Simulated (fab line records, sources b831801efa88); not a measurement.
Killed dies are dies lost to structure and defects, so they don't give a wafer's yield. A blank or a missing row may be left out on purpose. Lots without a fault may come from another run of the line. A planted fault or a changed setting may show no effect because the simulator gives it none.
fab line records | flow gf180mcu
record lots=14 wafers=42 last_day=34
route steps=602 shown DUAL_GATE@152 HV_LDD@206 V1@338 V2@383
lots that met no fault: from a run of the same line without faults
start_h: hours from the record's first day to the start of the lot's first wafer shown | wait_h: hours since the lot's step before | " the same as in the row above | L1.1+2: a row that stands for several wafers | - no value, or no start given | * or withheld: withheld | < > ~ a bound
route shown NAME@n: a module of which the file shows steps, and the number in the route of the first | usual: mean/standard deviation of fault-free wafers | same: alike in all rows | chamber/n: place in a boat | sites: the reading at each site | _std_site: their standard deviation | _edge_site: outer sites' mean less inner sites' | radius_mm: how far each site lies from the wafer's centre | mask NAME#n: copy n | behind: the tool/chamber that last shaped the wafer | hold: why the lot was held/for how many hours/how that ended | device: the transistor (n, p or np) that didn't switch | end of line: the same wafers' tests at the end of the route | a step without rows: its recipe alone | killed: dies lost to structure and defects at the first sort, not the wafer's yield | map: a wafer's dies, x killed, . not, _ none there
set.NAME: the setting as run; set.NAME@STEP: as run at that earlier step | model.NAME: the simulator's own value behind a step, which no gauge read
steps of the route over a sample of lots; a table a step, a row a wafer
services: from which hour (start_h, from the record's first day; less than 0 if before it) a tool's chamber was out of use, for how many hours, and why
## steps
# step GF_DUAL_GATE_OVL_MEAS_11
# usual DUAL_GATE_OVL=-0.3/1.2
# columns lot.wafer tool chamber start_h wait_h DUAL_GATE_OVL[nm]
L837.4 overlay-02 - 183.39 0.1 0.1
L837.5 " - " " -1.4
L837.6 " - " " -0.5
L838.1 overlay-01 - 189.74 0.1 1.6
L838.2 " - " " 1.4
L838.4 " - " " -1.2
L839.3 overlay-02 - 199.40 0.1 0.7
L839.5 " - " " 0.6
L839.6 " - " " 0.3
L840.2 overlay-01 - 203.52 0.1 -1.0
L840.4 " - " " -2.0
L840.5 " - " " -2.1
L841.1 overlay-01 - 209.99 0.1 -0.4
L841.2 " - " " -1.1
L841.3 " - " " -0.6
L842.2 overlay-01 - 214.48 0.1 1.3
L842.3 " - " " -1.0
L842.4 " - " " 1.0
L843.1 overlay-01 - 229.34 0.1 1.8
L843.5 " - " " 0.7
L843.6 " - " " -1.5
L852.1 overlay-01 - 287.17 0.1 0.2
L852.4 " - " " -1.9
L852.6 " - " " -0.6
L853.1 overlay-02 - 296.11 0.1 -1.7
L853.4 " - " " -0.4
L853.6 " - " " -1.5
L854.2 overlay-02 - 304.89 0.1 1.7
L854.4 " - " " 0.8
L854.6 " - " " 2.5
L855.1 overlay-02 - 315.79 0.1 -0.6
L855.3 " - " " -0.2
L855.4 " - " " 0.1
L856.1 overlay-01 - 316.09 0.1 -1.1
L856.2 " - " " -1.3
L856.5 " - " " -1.2
L858.2 overlay-01 - 330.29 0.1 0.1
L858.3 " - " " -2.3
L858.4 " - " " -1.6
L859.2 overlay-01 - 340.67 0.1 1.5
L859.4 " - " " -1.4
L859.5 " - " " 0.4
# step GF_HV_LDD_DEVELOP_30
# recipe develop_time_s=60 dev_temp_c=23
# columns lot.wafer tool chamber start_h wait_h
L837.4+5+6 litho_track-04 0 263.12 0.1
L838.1+2+4 litho_track-02 0 268.37 0.1
L839.3+5+6 litho_track-04 0 279.04 0.1
L840.2+4+5 litho_track-02 0 284.60 0.1
L841.1+2+3 litho_track-04 0 296.29 0.1
L842.2+3+4 litho_track-04 0 299.27 0.1
L843.1+5+6 litho_track-04 0 314.84 0.1
L852.1+4+6 litho_track-04 0 377.74 0.1
L853.1+4+6 litho_track-02 0 387.77 0.1
L854.2+4+6 litho_track-01 0 398.51 0.1
L855.1+3+4 litho_track-02 0 410.67 0.1
L856.1+2+5 litho_track-02 0 410.97 0.1
L858.2+3+4 litho_track-01 0 430.46 0.1
L859.2+4+5 litho_track-01 0 436.81 0.1
# step GF_HV_LDD_CD_MEAS_31
# recipe target_cd_nm=400
# usual cd_nm=400.0/2.1
# columns lot.wafer tool chamber start_h wait_h cd_nm
L837.4 cd_sem-02 - 263.25 0.1 401.9
L837.5 " - " " 399.4
L837.6 " - " " 400.3
L838.1 cd_sem-01 - 268.52 0.1 401.1
L838.2 " - " " 402.4
L838.4 " - " " 400.9
L839.3 cd_sem-02 - 279.18 0.1 398.7
L839.5 " - " " 399.4
L839.6 " - " " 400.1
L840.2 cd_sem-01 - 284.74 0.1 400.4
L840.4 " - " " 402.7
L840.5 " - " " 402.3
L841.1 cd_sem-02 - 296.44 0.1 399.4
L841.2 " - " " 396.6
L841.3 " - " " 399.9
L842.2 cd_sem-02 - 299.41 0.1 413.1
L842.3 " - " " 413.8
L842.4 " - " " 414.5
L843.1 cd_sem-01 - 314.99 0.1 415.2
L843.5 " - " " 412.5
L843.6 " - " " 415.2
L852.1 cd_sem-01 - 377.89 0.1 400.5
L852.4 " - " " 402.0
L852.6 " - " " 399.6
L853.1 cd_sem-02 - 387.92 0.1 403.4
L853.4 " - " " 404.4
L853.6 " - " " 403.7
L854.2 cd_sem-02 - 398.65 0.1 397.1
L854.4 " - " " 398.0
L854.6 " - " " 400.0
L855.1 cd_sem-02 - 410.82 0.1 397.8
L855.3 " - " " 395.9
L855.4 " - " " 400.3
L856.1 cd_sem-02 - 411.12 0.1 402.3
L856.2 " - " " 401.3
L856.5 " - " " 401.4
L858.2 cd_sem-02 - 430.60 0.1 400.3
L858.3 " - " " 401.1
L858.4 " - " " 399.4
L859.2 cd_sem-01 - 436.95 0.1 400.9
L859.4 " - " " 400.5
L859.5 " - " " 400.3
# step GF_V1_THK_MEAS_03
# recipe reads=SiO2_of_V1_CVD_02
# usual V1_CVD_02_THK=848/10
# columns lot.wafer tool chamber start_h wait_h V1_CVD_02_THK[nm]
L837.4 film_metro-02 - 402.34 0.0 847
L837.5 " - " " 855
L837.6 " - " " 848
L838.1 film_metro-03 - 405.34 0.0 841
L838.2 " - " " 847
L838.4 " - " " 845
L839.3 film_metro-03 - 418.30 0.1 841
L839.5 " - " " 849
L839.6 " - " " 857
L840.2 film_metro-01 - 426.65 0.1 842
L840.4 " - " " 855
L840.5 " - " " 852
L841.1 film_metro-01 - 437.11 0.1 845
L841.2 " - " " 836
L841.3 " - " " 846
L842.2 film_metro-03 - 443.20 0.1 823
L842.3 " - " " 838
L842.4 " - " " 843
L843.1 film_metro-01 - 459.30 0.0 844
L843.5 " - " " 867
L843.6 " - " " 855
L852.1 film_metro-03 - 531.54 0.0 844
L852.4 " - " " 855
L852.6 " - " " 852
L853.1 film_metro-02 - 538.63 0.0 827
L853.4 " - " " 867
L853.6 " - " " 848
L854.2 film_metro-03 - 549.15 0.0 830
L854.4 " - " " 852
L854.6 " - " " 847
L855.1 film_metro-01 - 561.30 0.0 853
L855.3 " - " " 848
L855.4 " - " " 860
L856.1 film_metro-03 - 562.95 0.0 834
L856.2 " - " " 843
L856.5 " - " " 857
L858.2 film_metro-01 - 579.37 0.0 843
L858.3 " - " " 841
L858.4 " - " " 855
L859.2 film_metro-03 - 589.25 0.0 850
L859.4 " - " " 858
L859.5 " - " " 860
# step GF_V2_THK_MEAS_01
# recipe reads=SiO2_of_V2_CVD_00
# usual V2_CVD_00_THK=599/5
# columns lot.wafer tool chamber start_h wait_h V2_CVD_00_THK[nm]
L837.4 film_metro-01 - 453.57 0.0 597
L837.5 " - " " 600
L837.6 " - " " 595
L838.1 film_metro-04 - 456.88 0.0 606
L838.2 " - " " 604
L838.4 " - " " 602
L839.3 film_metro-02 - 469.49 0.1 605
L839.5 " - " " 604
L839.6 " - " " 606
L840.2 film_metro-02 - 477.30 0.0 596
L840.4 " - " " 597
L840.5 " - " " 599
L841.1 film_metro-04 - 488.19 0.1 606
L841.2 " - " " 606
L841.3 " - " " 606
L842.2 film_metro-04 - 494.19 0.0 609
L842.3 " - " " 604
L842.4 " - " " 610
L843.1 film_metro-04 - 510.48 0.0 597
L843.5 " - " " 589
L843.6 " - " " 596
L852.1 film_metro-01 - 578.46 0.0 599
L852.4 " - " " 598
L852.6 " - " " 599
L853.1 film_metro-02 - 586.11 0.0 596
L853.4 " - " " 595
L853.6 " - " " 601
L854.2 film_metro-01 - 595.99 0.0 600
L854.4 " - " " 602
L854.6 " - " " 591
L855.1 film_metro-01 - 607.33 0.0 590
L855.3 " - " " 587
L855.4 " - " " 584
L856.1 film_metro-02 - 608.28 0.0 591
L856.2 " - " " 597
L856.5 " - " " 595
L858.2 film_metro-01 - 624.76 0.0 591
L858.3 " - " " 598
L858.4 " - " " 595
L859.2 film_metro-02 - 633.40 0.0 601
L859.4 " - " " 597
L859.5 " - " " 600
## services
# columns tool chamber start_h hours kind
litho_track-01 - 380.23 - consumable_replace:filter
## key
first_sign step=GF_HV_LDD_CD_MEAS_31 reading=cd_nm direction=up sigmas=6.6 usual=400.0 struck=414.0
effect none on later readings
met_at GF_HV_LDD_DEVELOP_30
struck_lots L842,L843
tester_left_out L842,L843
not_acting_at GF_DUAL_GATE_OVL_MEAS_11,GF_V1_THK_MEAS_03,GF_V2_THK_MEAS_01
onset_between 296.29 299.27
fault kind=process_parameter_drift tool=litho_track-04 chamber=- onset_h=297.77 steps=GF_HV_LDD_DEVELOP_30 channel=develop_time_s offset=* shape=step end_h=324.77 acts_in=* stated=*
# tester_left_out: of these lots the tester's yield and bins aren't shown, on N5 and GAA mostly nor the transistor test; their killed dies are dies lost to structure and defects alone, not to doping, threshold or leakage, so they don't give the yield
